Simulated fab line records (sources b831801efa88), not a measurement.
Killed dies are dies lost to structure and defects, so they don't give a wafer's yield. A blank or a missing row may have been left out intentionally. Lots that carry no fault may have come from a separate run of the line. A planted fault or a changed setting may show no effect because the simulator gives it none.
The tool behind it: which one? / flow sky130 / 24 lots with 72 wafers sampled at 6 steps, on a route of 708 steps

## WHAT THE GAUGES READ, wafer by wafer
SKY_LI_CONTACT_CD_MEAS_12 targets a cd of 170 nm.
lot=L074; measured=day 29 09:25; on=cdSem-02; cdNm (nm)=168.1 169.5 169.1
lot=L075; measured=day 29 12:39; on=cdSem-02; cdNm (nm)=170.3 170.3 168.5
lot=L076; measured=day 29 16:52; on=cdSem-02; cdNm (nm)=168.3 168.7 169.1
lot=L078; measured=day 29 18:39; on=cdSem-02; cdNm (nm)=171.2 170.9 170.4
lot=L077; measured=day 30 07:32; on=cdSem-01; cdNm (nm)=171.4 171.4 172.0
lot=L079; measured=day 30 11:25; on=cdSem-01; cdNm (nm)=170.4 168.9 170.7
lot=L080; measured=day 30 20:28; on=cdSem-02; cdNm (nm)=170.5 168.3 169.3
lot=L081; measured=day 31 17:01; on=cdSem-02; cdNm (nm)=171.0 170.0 170.5
lot=L082; measured=day 31 18:04; on=cdSem-02; cdNm (nm)=169.2 171.5 171.8
lot=L083; measured=day 31 21:40; on=cdSem-01; cdNm (nm)=167.6 168.6 166.9
lot=L084; measured=day 32 05:06; on=cdSem-01; cdNm (nm)=172.4 171.1 170.1
lot=L085; measured=day 32 13:01; on=cdSem-02; cdNm (nm)=170.2 169.8 170.7
lot=L086; measured=day 32 19:23; on=cdSem-02; cdNm (nm)=169.3 168.6 171.0
lot=L087; measured=day 33 05:21; on=cdSem-02; cdNm (nm)=170.0 169.3 169.9
lot=L088; measured=day 33 17:11; on=cdSem-02; cdNm (nm)=168.9 169.0 168.9
lot=L089; measured=day 33 23:08; on=cdSem-01; cdNm (nm)=169.0 167.9 169.2
lot=L090; measured=day 34 07:52; on=cdSem-01; cdNm (nm)=170.9 170.6 170.4
lot=L091; measured=day 34 18:11; on=cdSem-02; cdNm (nm)=171.0 169.8 169.8
lot=L092; measured=day 34 19:30; on=cdSem-02; cdNm (nm)=170.3 172.0 171.0
lot=L093; measured=day 35 05:06; on=cdSem-01; cdNm (nm)=169.5 169.8 169.6
lot=L094; measured=day 35 08:15; on=cdSem-01; cdNm (nm)=170.0 168.3 168.3
lot=L095; measured=day 35 18:52; on=cdSem-02; cdNm (nm)=171.1 170.2 171.4
lot=L096; measured=day 36 01:47; on=cdSem-01; cdNm (nm)=168.9 168.2 167.5
lot=L097; measured=day 36 18:11; on=cdSem-02; cdNm (nm)=169.0 167.8 169.2

SKY_LI_CONTACT_RS_MEAS_22: measurement is done with a four-point probe.
lot=L074; measured=day 29 10:16; on=filmMetro-03; LI_CONTACT_W_RS (ohm/sq)=0.283 0.284 0.284
lot=L075; measured=day 29 13:30; on=filmMetro-03; LI_CONTACT_W_RS (ohm/sq)=0.287 0.293 0.294
lot=L076; measured=day 29 17:43; on=filmMetro-02; LI_CONTACT_W_RS (ohm/sq)=0.279 0.279 0.282
lot=L078; measured=day 29 19:30; on=filmMetro-02; LI_CONTACT_W_RS (ohm/sq)=0.291 0.290 0.288
lot=L077; measured=day 30 08:23; on=filmMetro-02; LI_CONTACT_W_RS (ohm/sq)=0.283 0.282 0.283
lot=L079; measured=day 30 12:17; on=filmMetro-01; LI_CONTACT_W_RS (ohm/sq)=0.290 0.283 0.283
lot=L080; measured=day 30 21:18; on=filmMetro-03; LI_CONTACT_W_RS (ohm/sq)=0.278 0.280 0.280
lot=L081; measured=day 31 18:02; on=filmMetro-01; LI_CONTACT_W_RS (ohm/sq)=0.284 0.285 0.287
lot=L082; measured=day 31 18:55; on=filmMetro-01; LI_CONTACT_W_RS (ohm/sq)=0.293 0.284 0.290
lot=L083; measured=day 31 22:31; on=filmMetro-01; LI_CONTACT_W_RS (ohm/sq)=0.286 0.285 0.285
lot=L084; measured=day 32 05:57; on=filmMetro-01; LI_CONTACT_W_RS (ohm/sq)=0.282 0.280 0.289
lot=L085; measured=day 32 13:51; on=filmMetro-01; LI_CONTACT_W_RS (ohm/sq)=0.278 0.282 0.282
lot=L086; measured=day 32 20:13; on=filmMetro-01; LI_CONTACT_W_RS (ohm/sq)=0.287 0.280 0.282
lot=L087; measured=day 33 06:12; on=filmMetro-02; LI_CONTACT_W_RS (ohm/sq)=0.280 0.283 0.281
lot=L088; measured=day 33 18:01; on=filmMetro-03; LI_CONTACT_W_RS (ohm/sq)=0.289 0.285 0.286
lot=L089; measured=day 33 23:59; on=filmMetro-01; LI_CONTACT_W_RS (ohm/sq)=0.286 0.289 0.283
lot=L090; measured=day 34 08:43; on=filmMetro-02; LI_CONTACT_W_RS (ohm/sq)=0.284 0.284 0.285
lot=L091; measured=day 34 19:01; on=filmMetro-01; LI_CONTACT_W_RS (ohm/sq)=0.289 0.282 0.290
lot=L092; measured=day 34 20:21; on=filmMetro-03; LI_CONTACT_W_RS (ohm/sq)=0.285 0.290 0.281
lot=L093; measured=day 35 05:57; on=filmMetro-01; LI_CONTACT_W_RS (ohm/sq)=0.284 0.279 0.282
lot=L094; measured=day 35 09:06; on=filmMetro-02; LI_CONTACT_W_RS (ohm/sq)=0.290 0.282 0.287
lot=L095; measured=day 35 19:43; on=filmMetro-01; LI_CONTACT_W_RS (ohm/sq)=0.281 0.284 0.287
lot=L096; measured=day 36 02:38; on=filmMetro-01; LI_CONTACT_W_RS (ohm/sq)=0.286 0.286 0.285
lot=L097; measured=day 36 19:03; on=filmMetro-01; LI_CONTACT_W_RS (ohm/sq)=0.287 0.284 0.285

SKY_VIA1_THK_MEAS_01.
lot=L074; measured=day 32 23:59; on=filmMetro-02; VIA1_HDPCVD_THK (nm)=1028 1032 1041
lot=L075; measured=day 33 04:43; on=filmMetro-01; VIA1_HDPCVD_THK (nm)=1023 1020 1027
lot=L076; measured=day 33 08:20; on=filmMetro-01; VIA1_HDPCVD_THK (nm)=1029 1017 1033
lot=L078; measured=day 33 09:59; on=filmMetro-01; VIA1_HDPCVD_THK (nm)=1022 1042 1030
lot=L077; measured=day 33 22:07; on=filmMetro-02; VIA1_HDPCVD_THK (nm)=1032 1042 1038
lot=L079; measured=day 34 02:12; on=filmMetro-02; VIA1_HDPCVD_THK (nm)=1031 1027 1042
lot=L080; measured=day 34 10:54; on=filmMetro-01; VIA1_HDPCVD_THK (nm)=1031 1020 1024
lot=L081; measured=day 35 06:58; on=filmMetro-03; VIA1_HDPCVD_THK (nm)=1036 1026 1021
lot=L082; measured=day 35 07:06; on=filmMetro-02; VIA1_HDPCVD_THK (nm)=1034 1020 1038
lot=L083; measured=day 35 11:22; on=filmMetro-03; VIA1_HDPCVD_THK (nm)=1035 1047 1052
lot=L084; measured=day 35 17:58; on=filmMetro-02; VIA1_HDPCVD_THK (nm)=1030 1044 1037
lot=L085; measured=day 36 01:12; on=filmMetro-02; VIA1_HDPCVD_THK (nm)=1024 1032 1042
lot=L086; measured=day 36 07:10; on=filmMetro-01; VIA1_HDPCVD_THK (nm)=1035 1028 1039
lot=L087; measured=day 36 18:08; on=filmMetro-02; VIA1_HDPCVD_THK (nm)=1038 1036 1026
lot=L088; measured=day 37 04:49; on=filmMetro-03; VIA1_HDPCVD_THK (nm)=1009 1023 1035
lot=L089; measured=day 37 09:28; on=filmMetro-02; VIA1_HDPCVD_THK (nm)=1027 1032 1031
lot=L090; measured=day 37 19:29; on=filmMetro-02; VIA1_HDPCVD_THK (nm)=1023 1026 1045
lot=L091; measured=day 38 05:37; on=filmMetro-03; VIA1_HDPCVD_THK (nm)=1032 1016 1012
lot=L092; measured=day 38 06:30; on=filmMetro-01; VIA1_HDPCVD_THK (nm)=1027 1045 1037
lot=L093; measured=day 38 15:20; on=filmMetro-03; VIA1_HDPCVD_THK (nm)=1016 1023 1011
lot=L094; measured=day 38 18:53; on=filmMetro-01; VIA1_HDPCVD_THK (nm)=1021 1015 1039
lot=L095; measured=day 39 05:04; on=filmMetro-01; VIA1_HDPCVD_THK (nm)=1011 1027 1034
lot=L096; measured=day 39 11:35; on=filmMetro-02; VIA1_HDPCVD_THK (nm)=1031 1013 1024
lot=L097; measured=day 40 02:44; on=filmMetro-03; VIA1_HDPCVD_THK (nm)=1016 1009 1042

SKY_VIA2_THK_MEAS_23: measures by xrf.
lot=L074; measured=day 36 11:35; on=filmMetro-01; VIA2_W_THK (nm)=425 418 418
lot=L075; measured=day 36 15:25; on=filmMetro-03; VIA2_W_THK (nm)=400 411 408
lot=L076; measured=day 36 18:33; on=filmMetro-04; VIA2_W_THK (nm)=413 410 409
lot=L078; measured=day 36 20:43; on=filmMetro-04; VIA2_W_THK (nm)=413 418 413
lot=L077; measured=day 37 08:23; on=filmMetro-04; VIA2_W_THK (nm)=416 418 416
lot=L079; measured=day 37 11:51; on=filmMetro-04; VIA2_W_THK (nm)=415 418 413
lot=L080; measured=day 37 21:17; on=filmMetro-04; VIA2_W_THK (nm)=417 422 417
lot=L081; measured=day 38 16:20; on=filmMetro-03; VIA2_W_THK (nm)=405 400 394
lot=L082; measured=day 38 17:22; on=filmMetro-01; VIA2_W_THK (nm)=407 400 401
lot=L083; measured=day 38 18:54; on=filmMetro-04; VIA2_W_THK (nm)=414 414 416
lot=L084; measured=day 39 03:21; on=filmMetro-01; VIA2_W_THK (nm)=412 415 415
lot=L085; measured=day 39 10:11; on=filmMetro-01; VIA2_W_THK (nm)=415 413 409
lot=L086; measured=day 39 15:34; on=filmMetro-03; VIA2_W_THK (nm)=409 415 408
lot=L087; measured=day 40 01:38; on=filmMetro-01; VIA2_W_THK (nm)=410 411 415
lot=L088; measured=day 40 11:36; on=filmMetro-04; VIA2_W_THK (nm)=402 403 407
lot=L089; measured=day 40 16:16; on=filmMetro-01; VIA2_W_THK (nm)=415 415 410
lot=L090; measured=day 41 01:52; on=filmMetro-01; VIA2_W_THK (nm)=403 403 405
lot=L091; measured=day 41 12:33; on=filmMetro-04; VIA2_W_THK (nm)=402 407 408
lot=L092; measured=day 41 13:08; on=filmMetro-01; VIA2_W_THK (nm)=410 403 406
lot=L093; measured=day 41 21:08; on=filmMetro-04; VIA2_W_THK (nm)=408 411 410
lot=L094; measured=day 41 23:35; on=filmMetro-04; VIA2_W_THK (nm)=410 409 402
lot=L095; measured=day 42 09:44; on=filmMetro-01; VIA2_W_THK (nm)=414 413 413
lot=L096; measured=day 42 16:08; on=filmMetro-03; VIA2_W_THK (nm)=396 399 396
lot=L097; measured=day 43 07:59; on=filmMetro-03; VIA2_W_THK (nm)=398 395 396

## TOOL THAT RAN EACH LOT (tool first, then ch and the chambers of the sampled wafers, then the start)
lot=L074; SKY_LI_CONTACT_CMP_02=cmp-02 ch 0,2, day 28 04:38; SKY_VIA2_SPUTTER_20=pvdSputter-03, day 36 11:17
lot=L075; SKY_LI_CONTACT_CMP_02=cmp-02 ch 0,1,3, day 28 08:12; SKY_VIA2_SPUTTER_20=pvdSputter-03, day 36 15:07
lot=L076; SKY_LI_CONTACT_CMP_02=cmp-02 ch 0,1, day 28 12:15; SKY_VIA2_SPUTTER_20=pvdSputter-03, day 36 18:14
lot=L078; SKY_LI_CONTACT_CMP_02=cmp-02 ch 0,2,3, day 28 14:47; SKY_VIA2_SPUTTER_20=pvdSputter-03, day 36 20:25
lot=L077; SKY_LI_CONTACT_CMP_02=cmp-02 ch 1,2,3, day 29 03:02; SKY_VIA2_SPUTTER_20=pvdSputter-03, day 37 08:04
lot=L079; SKY_LI_CONTACT_CMP_02=cmp-02 ch 1,2,3, day 29 07:02; SKY_VIA2_SPUTTER_20=pvdSputter-03, day 37 11:32
lot=L080; SKY_LI_CONTACT_CMP_02=cmp-01 ch 0,3, day 29 16:50; SKY_VIA2_SPUTTER_20=pvdSputter-03, day 37 20:58
lot=L081; SKY_LI_CONTACT_CMP_02=cmp-02 ch 1,2,3, day 30 13:12; SKY_VIA2_SPUTTER_20=pvdSputter-03, day 38 16:01
lot=L082; SKY_LI_CONTACT_CMP_02=cmp-01 ch 0,1,3, day 30 14:44; SKY_VIA2_SPUTTER_20=pvdSputter-01, day 38 17:02
lot=L083; SKY_LI_CONTACT_CMP_02=cmp-02 ch 0,1,2, day 30 17:39; SKY_VIA2_SPUTTER_20=pvdSputter-03, day 38 18:35
lot=L084; SKY_LI_CONTACT_CMP_02=cmp-01 ch 0,2,3, day 31 02:27; SKY_VIA2_SPUTTER_20=pvdSputter-01, day 39 03:02
lot=L085; SKY_LI_CONTACT_CMP_02=cmp-01 ch 2,3, day 31 09:35; SKY_VIA2_SPUTTER_20=pvdSputter-03, day 39 09:53
lot=L086; SKY_LI_CONTACT_CMP_02=cmp-02 ch 0,2, day 31 16:23; SKY_VIA2_SPUTTER_20=pvdSputter-03, day 39 15:16
lot=L087; SKY_LI_CONTACT_CMP_02=cmp-02 ch 2,3, day 32 01:45; SKY_VIA2_SPUTTER_20=pvdSputter-01, day 40 01:19
lot=L088; SKY_LI_CONTACT_CMP_02=cmp-01 ch 1,2, day 32 14:59; SKY_VIA2_SPUTTER_20=pvdSputter-03, day 40 11:16
lot=L089; SKY_LI_CONTACT_CMP_02=cmp-01 ch 1,2,3, day 32 20:42; SKY_VIA2_SPUTTER_20=pvdSputter-01, day 40 15:56
lot=L090; SKY_LI_CONTACT_CMP_02=cmp-01 ch 2,3, day 33 04:48; SKY_VIA2_SPUTTER_20=pvdSputter-04, day 41 01:32
lot=L091; SKY_LI_CONTACT_CMP_02=cmp-01 ch 0,1,3, day 33 15:51; SKY_VIA2_SPUTTER_20=pvdSputter-03, day 41 12:13
lot=L092; SKY_LI_CONTACT_CMP_02=cmp-02 ch 2,3, day 33 17:23; SKY_VIA2_SPUTTER_20=pvdSputter-01, day 41 12:49
lot=L093; SKY_LI_CONTACT_CMP_02=cmp-01 ch 0,1, day 34 02:36; SKY_VIA2_SPUTTER_20=pvdSputter-03, day 41 20:49
lot=L094; SKY_LI_CONTACT_CMP_02=cmp-01 ch 2,3, day 34 05:06; SKY_VIA2_SPUTTER_20=pvdSputter-03, day 41 23:14
lot=L095; SKY_LI_CONTACT_CMP_02=cmp-01 ch 0,1, day 34 16:39; SKY_VIA2_SPUTTER_20=pvdSputter-04, day 42 09:25
lot=L096; SKY_LI_CONTACT_CMP_02=cmp-02 ch 1,2,3, day 34 23:35; SKY_VIA2_SPUTTER_20=pvdSputter-04, day 42 15:49
lot=L097; SKY_LI_CONTACT_CMP_02=cmp-02 ch 0,1,2, day 35 16:29; SKY_VIA2_SPUTTER_20=pvdSputter-03, day 43 07:40
- SKY_LI_CONTACT_CMP_02: polishes PSG.
- SKY_VIA2_SPUTTER_20: material TiN, target thk 20 nm, time 80 s.

## AS READ BY THE TOOLS THEMSELVES (means over the sampled wafers that have a number; for cases with no such wafer, the mark the record gives instead)
SKY_LI_CONTACT_CMP_02.
lot=L074; tool=cmp-02; edgeZonePressureFrac=1.007; motorCurrentA (A)=12.7; slurryFlowMlMin=149.8; timeToEndpointS (s)=28
lot=L075; tool=cmp-02; edgeZonePressureFrac=0.994; motorCurrentA (A)=13.3; slurryFlowMlMin=149.4; timeToEndpointS (s)=34
lot=L076; tool=cmp-02; edgeZonePressureFrac=0.996; motorCurrentA (A)=12.7; slurryFlowMlMin=149.8; timeToEndpointS (s)=33
lot=L078; tool=cmp-02; edgeZonePressureFrac=1.000; motorCurrentA (A)=13.6; slurryFlowMlMin=149.5; timeToEndpointS (s)=32
lot=L077; tool=cmp-02; edgeZonePressureFrac=1.002; motorCurrentA (A)=13.4; slurryFlowMlMin=149.9; timeToEndpointS (s)=34
lot=L079; tool=cmp-02; edgeZonePressureFrac=0.993; motorCurrentA (A)=13.6; slurryFlowMlMin=149.4; timeToEndpointS (s)=32
lot=L080; tool=cmp-01; edgeZonePressureFrac=1.002; motorCurrentA (A)=11.6; slurryFlowMlMin=149.5; timeToEndpointS (s)=36
lot=L081; tool=cmp-02; edgeZonePressureFrac=1.000; motorCurrentA (A)=12.9; slurryFlowMlMin=149.5; timeToEndpointS (s)=34
lot=L082; tool=cmp-01; edgeZonePressureFrac=0.996; motorCurrentA (A)=12.1; slurryFlowMlMin=149.7; timeToEndpointS (s)=33
lot=L083; tool=cmp-02; edgeZonePressureFrac=1.003; motorCurrentA (A)=12.8; slurryFlowMlMin=150.1; timeToEndpointS (s)=35
lot=L084; tool=cmp-01; edgeZonePressureFrac=0.994; motorCurrentA (A)=12.5; slurryFlowMlMin=150.1; timeToEndpointS (s)=38
lot=L085; tool=cmp-01; edgeZonePressureFrac=0.998; motorCurrentA (A)=13.7; slurryFlowMlMin=150.1; timeToEndpointS (s)=38
lot=L086; tool=cmp-02; edgeZonePressureFrac=1.006; motorCurrentA (A)=12.4; slurryFlowMlMin=149.9; timeToEndpointS (s)=32
lot=L087; tool=cmp-02; edgeZonePressureFrac=1.003; motorCurrentA (A)=13.7; slurryFlowMlMin=150.3; timeToEndpointS (s)=36
lot=L088; tool=cmp-01; edgeZonePressureFrac=0.997; motorCurrentA (A)=13.4; slurryFlowMlMin=149.9; timeToEndpointS (s)=32
lot=L089; tool=cmp-01; edgeZonePressureFrac=1.002; motorCurrentA (A)=13.0; slurryFlowMlMin=149.7; timeToEndpointS (s)=30
lot=L090; tool=cmp-01; edgeZonePressureFrac=1.004; motorCurrentA (A)=13.0; slurryFlowMlMin=150.0; timeToEndpointS (s)=34
lot=L091; tool=cmp-01; edgeZonePressureFrac=1.009; motorCurrentA (A)=11.9; slurryFlowMlMin=149.5; timeToEndpointS (s)=35
lot=L092; tool=cmp-02; edgeZonePressureFrac=0.999; motorCurrentA (A)=13.2; slurryFlowMlMin=150.2; timeToEndpointS (s)=34
lot=L093; tool=cmp-01; edgeZonePressureFrac=1.002; motorCurrentA (A)=11.7; slurryFlowMlMin=150.5; timeToEndpointS (s)=35
lot=L094; tool=cmp-01; edgeZonePressureFrac=0.999; motorCurrentA (A)=12.8; slurryFlowMlMin=150.4; timeToEndpointS (s)=37
lot=L095; tool=cmp-01; edgeZonePressureFrac=0.996; motorCurrentA (A)=12.4; slurryFlowMlMin=150.3; timeToEndpointS (s)=35
lot=L096; tool=cmp-02; edgeZonePressureFrac=0.995; motorCurrentA (A)=13.3; slurryFlowMlMin=150.4; timeToEndpointS (s)=38
lot=L097; tool=cmp-02; edgeZonePressureFrac=0.998; motorCurrentA (A)=12.8; slurryFlowMlMin=150.4; timeToEndpointS (s)=33

SKY_VIA2_SPUTTER_20.
lot=L074; tool=pvdSputter-03; throttleValvePct (%)=29.8
lot=L075; tool=pvdSputter-03; throttleValvePct (%)=30.5
lot=L076; tool=pvdSputter-03; throttleValvePct (%)=29.9
lot=L078; tool=pvdSputter-03; throttleValvePct (%)=31.2
lot=L077; tool=pvdSputter-03; throttleValvePct (%)=30.5
lot=L079; tool=pvdSputter-03; throttleValvePct (%)=30.0
lot=L080; tool=pvdSputter-03; throttleValvePct (%)=29.2
lot=L081; tool=pvdSputter-03; throttleValvePct (%)=29.1
lot=L082; tool=pvdSputter-01; throttleValvePct (%)=30.4
lot=L083; tool=pvdSputter-03; throttleValvePct (%)=29.6
lot=L084; tool=pvdSputter-01; throttleValvePct (%)=29.5
lot=L085; tool=pvdSputter-03; throttleValvePct (%)=29.7
lot=L086; tool=pvdSputter-03; throttleValvePct (%)=29.8
lot=L087; tool=pvdSputter-01; throttleValvePct (%)=29.7
lot=L088; tool=pvdSputter-03; throttleValvePct (%)=29.8
lot=L089; tool=pvdSputter-01; throttleValvePct (%)=31.6
lot=L090; tool=pvdSputter-04; throttleValvePct (%)=29.9
lot=L091; tool=pvdSputter-03; throttleValvePct (%)=30.4
lot=L092; tool=pvdSputter-01; throttleValvePct (%)=31.7
lot=L093; tool=pvdSputter-03; throttleValvePct (%)=31.3
lot=L094; tool=pvdSputter-03; throttleValvePct (%)=30.7
lot=L095; tool=pvdSputter-04; throttleValvePct (%)=30.2
lot=L096; tool=pvdSputter-04; throttleValvePct (%)=30.4
lot=L097; tool=pvdSputter-03; throttleValvePct (%)=31.0

## THE ANSWER, worked out from the rows above alone
Rule: the usual values come from the lots themselves. Put in order of their means at a reading, lots are off if they are a third of the lots or fewer, leave a main group of 4 or more, and stand apart from it by a gap of 3 or more times the standard deviation of the main group's means; of several such gaps the widest counts. A main group whose means are all the same, to the digits that the tables above print for the reading, isn't used. A lot without any number at a reading at which 4 lots or more have one is off too. All remaining lots with rows at the step are treated as sound. First the gauges in route order, then the tools' own readings, where a lot's mean is used as printed above. The first step at which some lot is off is used, and at that step the reading that is off furthest; a lot without a number counts as furthest.
No lot is off on any of the readings shown, so nothing can be concluded from this.

## WHAT THE SIMULATOR HAD INSERTED
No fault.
